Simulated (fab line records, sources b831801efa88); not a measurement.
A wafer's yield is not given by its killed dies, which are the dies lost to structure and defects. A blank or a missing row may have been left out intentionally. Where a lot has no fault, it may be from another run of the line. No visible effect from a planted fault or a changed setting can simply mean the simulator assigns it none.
fab line records	flow sky130
record lots=6	wafers=17	lastDay=50
route steps=708 shown METAL5@680 PASSIVATION@681 PAD_OPEN@708
lots that met no fault: taken from a fault-free run of the same line
startH: start of the lot's first displayed wafer, in hours after the record's first day	waitH: how many hours have passed since the lot's step before this one	" the same as in the row above	L1.1+2: a row that stands for several wafers	- value missing, or start not given	* or withheld: withheld	< > ~ a bound
route shown NAME@n: NAME is a module with steps in the file, n the number in the route of the first one	usual: mean/standard deviation of fault-free wafers	same: alike in all rows	chamber/n: place in a boat	sites: per-site readings	_std_site: the values' standard deviation	_edge_site: mean of outer sites minus mean of inner sites	radiusMm: for every site, how far away it sits from the centre of the wafer	mask NAME#n: copy n	behind: tool/chamber where the wafer was last shaped	hold: the reason the lot was held/the length of the hold in hours/how it ended	device: the n, p or np transistor that did not switch	end of line: tests of these same wafers at the route's end	where a step has no rows: the recipe by itself	killed: not the wafer's yield, but the dies lost to structure and defects at the first sort	map: a wafer's dies, x killed, . not, _ none there
set.NAME: the setting the step ran with; set.NAME@STEP: the setting that earlier step ran with	model.NAME: the simulator's own value behind a step, which no gauge read
certain route steps with their lots: each step a table, each wafer a row
services: from which hour (startH, from the record's first day; less than 0 if before it) a tool's chamber was out of use, for how many hours, and why
## steps
# step SKY_METAL5_CLEAN_19
# recipe chemistry=O3/DIW	dry=n2Spin
# step SKY_PASSIVATION_CVD_00
# recipe material=SiO2	targetThkNm=90	tempC=400	timeS=withheld	rfW=600
# usual heaterPowerW=643/98
lot.wafer	tool	chamber	startH	waitH	heaterPowerW
L325.2	pecvd-01	2	1040.95	0.0	734
L325.3	"	0	"	"	618
L325.6	"	0	"	"	602
L330.2	pecvd-01	0	1071.56	0.0	560
L330.4	"	0	"	"	562
L330.6	"	2	"	"	774
L339.1	pecvd-01	1	1125.23	0.0	734
L339.3	"	0	"	"	593
L339.5	"	2	"	"	629
L343.1	pecvd-01	1	1142.74	0.0	684
L343.3	"	0	"	"	530
L346.2	pecvd-02	2	1160.15	0.0	545
L346.3	"	1	"	"	630
L346.5	"	1	"	"	636
L347.2	pecvd-01	0	1162.13	0.0	507
L347.3	"	0	"	"	500
L347.5	"	1	"	"	669
# step SKY_PASSIVATION_THK_MEAS_01
# recipe reads=SiO2_of_PASSIVATION_CVD_00
# usual PASSIVATION_CVD_00_THK=90.1/1
lot.wafer	tool	chamber	startH	waitH	PASSIVATION_CVD_00_THK[nm]
L325.2	filmMetro-03	-	1040.98	-	89.2
L325.3	"	-	"	"	88.7
L325.6	"	-	"	"	90.6
L330.2	filmMetro-04	-	1071.59	-	88.8
L330.4	"	-	"	"	90.5
L330.6	"	-	"	"	91.2
L339.1	filmMetro-03	-	1125.26	-	90.5
L339.3	"	-	"	"	89.8
L339.5	"	-	"	"	91.0
L343.1	filmMetro-01	-	1142.76	-	88.9
L343.3	"	-	"	"	89.2
L346.2	filmMetro-03	-	1160.18	-	89.1
L346.3	"	-	"	"	88.2
L346.5	"	-	"	"	90.3
L347.2	filmMetro-03	-	1162.18	-	88.5
L347.3	"	-	"	"	90.9
L347.5	"	-	"	"	89.5
# step SKY_PASSIVATION_CVD_02
# recipe material=Si3N4	targetThkNm=540	tempC=400	timeS=withheld	rfW=450
# usual heaterPowerW=699/98
lot.wafer	tool	chamber	startH	waitH	heaterPowerW
L325.2	pecvd-02	1	1041.03	0.0	790
L325.3	"	0	"	"	739
L325.6	"	1	"	"	663
L330.2	pecvd-03	0	1071.64	0.0	825
L330.4	"	0	"	"	858
L330.6	"	2	"	"	679
L339.1	pecvd-03	0	1125.32	0.1	815
L339.3	"	1	"	"	591
L339.5	"	2	"	"	679
L343.1	pecvd-02	1	1142.82	0.1	709
L343.3	"	2	"	"	530
L346.2	pecvd-03	1	1160.23	0.0	658
L346.3	"	2	"	"	656
L346.5	"	1	"	"	534
L347.2	pecvd-02	2	1162.23	0.0	596
L347.3	"	0	"	"	831
L347.5	"	2	"	"	599
# step SKY_PASSIVATION_THK_MEAS_03
# recipe reads=Si3N4_of_PASSIVATION_CVD_02
# usual PASSIVATION_CVD_02_THK=541/6.7
lot.wafer	tool	chamber	startH	waitH	PASSIVATION_CVD_02_THK[nm]
L325.2	filmMetro-01	-	1041.38	-	538
L325.3	"	-	"	"	543
L325.6	"	-	"	"	542
L330.2	filmMetro-03	-	1071.88	-	544
L330.4	"	-	"	"	545
L330.6	"	-	"	"	541
L339.1	filmMetro-03	-	1125.54	-	539
L339.3	"	-	"	"	538
L339.5	"	-	"	"	545
L343.1	filmMetro-03	-	1143.05	-	547
L343.3	"	-	"	"	544
L346.2	filmMetro-04	-	1160.47	-	551
L346.3	"	-	"	"	536
L346.5	"	-	"	"	556
L347.2	filmMetro-04	-	1162.46	-	529
L347.3	"	-	"	"	536
L347.5	"	-	"	"	543
# step SKY_PASSIVATION_DEHYDRATE_04
# recipe tempC=200	timeS=60
# step SKY_PASSIVATION_HMDS_05
# recipe primeTimeS=60	primeTempC=120
# step SKY_PASSIVATION_COAT_06
# recipe spinRpm=2000	resistThkNm=3000
# step SKY_PASSIVATION_SOFTBAKE_07
# recipe tempC=110	timeS=withheld
# step SKY_PASSIVATION_EXPOSE_08
# recipe maskId=NSM	targetCdNm=3000	na=0.57	doseMj=260
# step SKY_PASSIVATION_PEB_09
# recipe tempC=115	timeS=withheld
# step SKY_PASSIVATION_DEVELOP_10
# recipe developTimeS=60	devTempC=23
# step SKY_PASSIVATION_ETCH_11
# recipe chemistry=CF4/O2	targetDepthNm=725	stopOn=AlCu	sourceW=800	biasW=150	pressureMtorr=150	cf4FlowSccm=80	O2_flow_sccm=10	timeS=161.1
# usual O2_flow_sccm=10.00/0.033	drypumpMotorCurrentA=5.8/0.46	oesProductAu=0.979/0.0064	runLengthS=189.6/0.47	throttleValvePct=5.964/0.0093
lot.wafer	tool	chamber	startH	waitH	O2_flow_sccm	drypumpMotorCurrentA	oesProductAu	rfHoursCounterH	runLengthS	throttleValvePct	model.coat_of_PASSIVATION_COAT_06.thkNm	model.PASSIVATION.featureDepthNm	model.etch.depthNm
L325.2	rieDiel-02	0	1063.03	-	10.00	6.0	0.980	10	189.9	5.962	2530	701.6	701.6
L325.3	"	1	"	"	10.00	5.2	0.978	13	189.9	5.963	2528	706.8	706.8
L325.6	"	0	"	"	9.99	6.0	0.987	-	190.1	5.980	2539	706.7	706.7
L330.2	rieDiel-01	1	1092.37	-	9.96	5.4	0.980	18	189.7	5.970	2530	708.5	708.5
L330.4	"	0	"	"	10.01	6.2	0.984	7	189.9	5.972	2522	710.1	710.1
L330.6	"	3	"	"	9.98	6.4	0.975	-	190.2	5.964	2529	707.6	707.6
L339.1	rieDiel-01	0	1144.63	-	10.04	6.2	0.997	9	181.1	5.953	2543	683.7	683.7
L339.3	"	1	"	"	10.00	5.3	0.979	20	189.9	5.971	2521	702.8	702.8
L339.5	"	0	"	"	10.06	6.2	1.001	-	181.2	5.978	2539	691.6	691.6
L343.1	rieDiel-01	3	1160.87	-	9.96	6.4	0.990	13	181.1	5.971	2559	686.7	686.7
L343.3	"	1	"	"	10.05	5.4	0.975	20	189.8	5.971	2541	706.1	706.1
L346.2	rieDiel-03	2	1177.12	-	9.97	5.9	0.990	16	189.0	5.941	2505	715.1	715.1
L346.3	"	1	"	"	10.06	5.7	0.974	25	189.4	5.958	2501	700.2	700.2
L346.5	"	0	"	"	9.98	4.8	0.990	-	189.9	5.972	2508	720.5	720.5
L347.2	rieDiel-02	3	1178.88	-	10.08	6.1	0.973	15	189.3	5.969	2535	693.6	693.6
L347.3	"	2	"	"	9.93	5.9	0.970	3	189.3	5.953	2543	702.4	702.4
L347.5	"	3	"	"	10.01	6.1	0.984	-	189.3	5.959	2528	707.3	707.3
# step SKY_PASSIVATION_STRIP_12
# recipe chemistry=O2/N2	powerW=1400	pressureMtorr=1500	platenTempC=withheld	overashFraction=0.7	o2FlowSccm=3000	n2FlowSccm=300
# usual drypumpMotorCurrentA=6.0/0.48	oesProductAu=0.662/0.0046	stripTimeToEndpointS=31.56/0.14
lot.wafer	tool	chamber	startH	waitH	drypumpMotorCurrentA	oesProductAu	rfHoursCounterH	stripTimeToEndpointS
L325.2	plasmaAsher-02	0	1063.14	0.1	5.6	0.665	33	31.68
L325.3	"	1	"	"	5.4	0.660	-	31.66
L325.6	"	1	"	"	5.3	0.657	-	31.79
L330.2	plasmaAsher-01	0	1092.48	0.1	6.6	0.655	65	31.69
L330.4	"	0	"	"	6.6	0.663	-	31.59
L330.6	"	0	"	"	6.6	0.663	-	31.67
L339.1	plasmaAsher-01	0	1144.74	0.1	6.6	0.660	69	31.84
L339.3	"	0	"	"	6.6	0.656	-	31.58
L339.5	"	0	"	"	6.6	0.661	-	31.79
L343.1	plasmaAsher-02	1	1160.98	0.1	5.4	0.663	43	31.99
L343.3	"	0	"	"	5.6	0.666	-	31.81
L346.2	plasmaAsher-01	0	1177.23	0.1	6.6	0.657	73	31.39
L346.3	"	1	"	"	6.0	0.662	-	31.34
L346.5	"	0	"	"	6.6	0.660	-	31.44
L347.2	plasmaAsher-01	0	1178.99	0.1	6.6	0.665	73	31.74
L347.3	"	1	"	"	6.0	0.660	-	31.83
L347.5	"	0	"	"	6.6	0.660	-	31.67
# step SKY_PAD_OPEN_PROBE_99
# usual defectLimitedYield=82.8/2	killed_at_M0_to_M3=42/7.3	killed_at_M4_up=3.2/1.8	killedAtContacts=25/5.2	killedAtFrontEnd=15/4.6	killedAtOther=0.3/0.62	killedDies=85/9.9	killedOpen=46/7.1	killedShort=38/5.7	sort_bin_3_pad_short=0.9/0.42	sort_bin_5_function=10.0/1.5	sort_bin_6_memory=6.3/1.2	sortNPass=407/9.9	sortYieldPct=82.8/2
# same grossDies=492	killedAtBackSide=0	sort_bin_4_leakage[%]=0	sort_bin_8_speed[%]=0
lot.wafer	tool	chamber	startH	waitH	hold	defectLimitedYield[%]	killed_at_M0_to_M3	killed_at_M4_up	killedAtContacts	killedAtFrontEnd	killedAtOther	killedDies	killedOpen	killedShort	sort_bin_3_pad_short[%]	sort_bin_5_function[%]	sort_bin_6_memory[%]	sortNPass	sortYieldPct[%]
L325.2	prober-02	-	1086.17	0.1	-	81.9	41	2	26	20	0	89	46	43	0.6	11.8	5.7	403	81.9
L325.3	prober-02	-	1086.22	0.2	-	82.9	34	2	33	15	0	84	46	38	1.6	8.9	6.5	408	82.9
L325.6	prober-02	-	1086.37	0.2	-	83.5	38	2	25	16	0	81	48	33	0.4	10.0	6.1	411	83.5
L330.2	prober-02	-	1115.94	0.1	-	84.1	44	0	22	11	1	78	43	35	0.6	9.8	5.5	414	84.1
L330.4	prober-02	-	1116.04	0.2	-	82.9	35	5	31	13	0	84	38	46	1.4	8.9	6.7	408	82.9
L330.6	prober-02	-	1116.14	0.2	-	80.3	40	0	34	23	0	97	51	46	1.0	12.4	6.3	395	80.3
L339.1	prober-01	-	1165.05	0.1	-	85.2	42	4	18	9	0	73	38	35	0.2	8.7	5.9	419	85.2
L339.3	prober-01	-	1165.15	0.2	-	83.5	38	3	26	14	0	81	48	33	1.0	8.9	6.5	411	83.5
L339.5	prober-01	-	1165.25	0.2	-	82.7	49	1	28	7	0	85	50	35	0.4	9.6	7.3	407	82.7
L343.1	prober-01	-	1180.59	0.1	awaitDispo/3.6h/release	84.3	44	5	19	9	0	77	37	39	1.2	9.1	5.3	415	84.3
L343.3	prober-01	-	1180.69	0.2	awaitDispo/3.6h/release	81.5	38	4	28	21	0	91	46	43	0.6	11.4	6.5	401	81.5
L346.2	prober-02	-	1195.69	0.1	-	81.5	52	5	28	6	0	91	48	43	1.8	10.0	6.7	401	81.5
L346.3	prober-02	-	1195.74	0.2	-	83.9	39	3	24	13	0	79	47	32	0.6	9.3	6.1	413	83.9
L346.5	prober-02	-	1195.84	0.2	-	83.3	33	3	26	19	1	82	42	38	0.6	10.4	5.7	410	83.3
L347.2	prober-01	-	1197.10	0.1	-	81.9	49	2	23	15	0	89	59	30	0.8	9.6	7.7	403	81.9
L347.3	prober-01	-	1197.15	0.2	-	84.8	38	5	17	15	0	75	37	38	0.2	9.1	5.9	417	84.8
L347.5	prober-01	-	1197.25	0.2	-	82.1	42	3	29	14	0	88	51	37	0.4	10.8	6.7	404	82.1
# killed by level:class
L325.2 VIA1:geometricParticle:open=11 CONTACT:geometricParticle:open=9 CONTACT:geometricParticle:short=7 FIELD_ISO:geometricParticle:short=6 POLY_GATE:geometricParticle:short=5 VIA3:geometricParticle:open=5 METAL2:geometricParticle:short=5 METAL3:geometricParticle:short=5
L325.3 LI_CONTACT:geometricParticle:open=12 CONTACT:geometricParticle:open=11 VIA1:geometricParticle:open=9 CONTACT:geometricParticle:short=7 METAL1:geometricParticle:short=7 FIELD_ISO:geometricParticle:short=4 POLY_GATE:geometricParticle:short=4 POLY_GATE:geometricParticle:open=4
L325.6 VIA1:geometricParticle:open=10 CONTACT:geometricParticle:short=9 CONTACT:geometricParticle:open=8 VIA3:geometricParticle:open=8 METAL1:geometricParticle:short=6 LI_CONTACT:geometricParticle:open=4 LOCAL_INTERCONNECT:geometricParticle:short=4 FIELD_ISO:geometricParticle:open=3
L330.2 VIA1:geometricParticle:open=12 CONTACT:geometricParticle:short=8 VIA2:geometricParticle:open=7 CONTACT:geometricParticle:open=5 LI_CONTACT:geometricParticle:open=4 METAL2:geometricParticle:short=4 METAL3:geometricParticle:short=4 FIELD_ISO:geometricParticle:open=3
L330.4 CONTACT:geometricParticle:open=13 VIA1:geometricParticle:short=9 VIA1:geometricParticle:open=7 CONTACT:geometricParticle:short=6 LOCAL_INTERCONNECT:geometricParticle:short=5 VIA2:geometricParticle:open=5 FIELD_ISO:geometricParticle:short=4 LI_CONTACT:geometricParticle:short=4
L330.6 LI_CONTACT:geometricParticle:open=12 CONTACT:geometricParticle:open=9 METAL1:geometricParticle:short=9 FIELD_ISO:geometricParticle:short=8 VIA1:geometricParticle:open=8 VIA2:geometricParticle:open=6 LOCAL_INTERCONNECT:geometricParticle:short=5 CONTACT:geometricParticle:short=5
L339.1 VIA1:geometricParticle:open=12 CONTACT:geometricParticle:open=10 METAL2:geometricParticle:short=6 FIELD_ISO:geometricParticle:short=4 METAL1:geometricParticle:short=4 VIA1:geometricParticle:short=4 CONTACT:geometricParticle:short=3 VIA2:geometricParticle:open=3
L339.3 CONTACT:geometricParticle:open=10 VIA2:geometricParticle:open=9 LI_CONTACT:geometricParticle:open=7 VIA3:geometricParticle:open=5 LOCAL_INTERCONNECT:geometricParticle:short=4 METAL1:geometricParticle:short=4 METAL2:geometricParticle:short=4 FIELD_ISO:geometricParticle:short=3
L339.5 VIA1:geometricParticle:open=14 CONTACT:geometricParticle:open=10 VIA1:geometricParticle:short=9 LI_CONTACT:geometricParticle:open=8 VIA2:geometricParticle:open=7 LOCAL_INTERCONNECT:geometricParticle:short=5 METAL2:geometricParticle:short=4 VIA3:geometricParticle:open=4
L343.1 VIA1:geometricParticle:open=10 METAL1:geometricParticle:short=7 LI_CONTACT:geometricParticle:open=6 VIA1:geometricParticle:short=5 CONTACT:geometricParticle:open=4 POLY_GATE:geometricParticle:short=4 LI_CONTACT:geometricParticle:short=4 METAL4:geometricParticle:open=4
L343.3 VIA1:geometricParticle:open=12 CONTACT:geometricParticle:open=11 FIELD_ISO:geometricParticle:open=7 METAL1:geometricParticle:short=7 VIA1:geometricParticle:short=7 LI_CONTACT:geometricParticle:open=6 CONTACT:geometricParticle:short=5 POLY_GATE:geometricParticle:short=4
L346.2 VIA1:geometricParticle:open=15 CONTACT:geometricParticle:open=10 LOCAL_INTERCONNECT:geometricParticle:short=8 VIA1:geometricParticle:short=7 VIA2:geometricParticle:open=7 METAL2:geometricParticle:short=5 LI_CONTACT:geometricParticle:open=4 VIA3:geometricParticle:short=4
L346.3 CONTACT:geometricParticle:open=10 LI_CONTACT:geometricParticle:open=8 VIA1:geometricParticle:short=7 VIA1:geometricParticle:open=6 VIA3:geometricParticle:open=5 VIA2:geometricParticle:open=5 FIELD_ISO:geometricParticle:open=4 METAL2:geometricParticle:short=4
L346.5 LI_CONTACT:geometricParticle:open=8 CONTACT:geometricParticle:open=6 VIA1:geometricParticle:open=6 VIA2:geometricParticle:open=6 FIELD_ISO:geometricParticle:short=5 CONTACT:geometricParticle:short=5 FIELD_ISO:geometricParticle:open=4 METAL3:geometricParticle:short=4
L347.2 VIA1:geometricParticle:open=15 CONTACT:geometricParticle:open=9 VIA2:geometricParticle:open=9 LI_CONTACT:geometricParticle:open=8 VIA1:geometricParticle:short=5 POLY_GATE:geometricParticle:open=4 POLY_GATE:geometricParticle:short=4 CONTACT:geometricParticle:short=4
L347.3 CONTACT:geometricParticle:open=6 VIA1:geometricParticle:open=6 VIA3:geometricParticle:open=6 VIA2:geometricParticle:open=5 METAL1:geometricParticle:short=5 VIA1:geometricParticle:short=5 FIELD_ISO:geometricParticle:open=4 SPACER:geometricParticle:short=4
L347.5 CONTACT:geometricParticle:open=14 VIA1:geometricParticle:open=9 VIA2:geometricParticle:open=7 VIA3:geometricParticle:open=6 FIELD_ISO:geometricParticle:short=5 VIA2:geometricParticle:short=5 LI_CONTACT:geometricParticle:short=4 LI_CONTACT:geometricParticle:open=4
## services
tool	chamber	startH	hours	kind
pecvd-01	-	1025.28	2.8	pm
rieDiel-03	0	1032.71	12.4	repair
pecvd-02	-	1034.79	1.7	repair
pecvd-02	2	1039.07	19.7	repair
rieDiel-02	2	1045.87	7.2	repair
pecvd-01	1	1057.17	5.5	scheduledDown
rieDiel-02	2	1057.39	11.7	repair
pecvd-01	0	1079.96	5.5	scheduledDown
pecvd-01	1	1085.50	2.1	scheduledDown
rieDiel-03	-	1085.92	0.2	repair
rieDiel-02	2	1091.50	-	clean
rieDiel-02	2	1091.50	16.6	scheduledDown
rieDiel-02	2	1091.50	16.6	ventCycle
rieDiel-02	0	1093.64	7.1	repair
rieDiel-02	-	1105.98	2.8	pm
rieDiel-01	1	1110.49	9.9	repair
pecvd-02	-	1123.57	2.8	pm
pecvd-01	1	1148.89	2.3	repair
pecvd-03	2	1151.23	5.5	scheduledDown
pecvd-01	2	1159.40	5.5	scheduledDown
## key
firstSign step=SKY_PASSIVATION_ETCH_11	reading=runLengthS	direction=down	sigmas=18	usual=*	struck=*
effect step=SKY_PASSIVATION_ETCH_11	reading=oesProductAu	direction=up	sigmas=2.6	usual=0.979	struck=0.996
modelEffect step=SKY_PASSIVATION_ETCH_11	value=coat_of_PASSIVATION_COAT_06.thkNm	without=2522	struck=2547
metAt SKY_PASSIVATION_ETCH_11
struckWafers L339.1,L339.5,L343.1
onsetBetween 1092.37 1144.63
fault kind=processParameterDrift	tool=rieDiel-01	chamber=-	onsetH=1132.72	steps=SKY_PASSIVATION_ETCH_11	channel=timeS	offset=*	shape=step	endH=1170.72	scope=struckWafersOnly	actsIn=*	stated=*
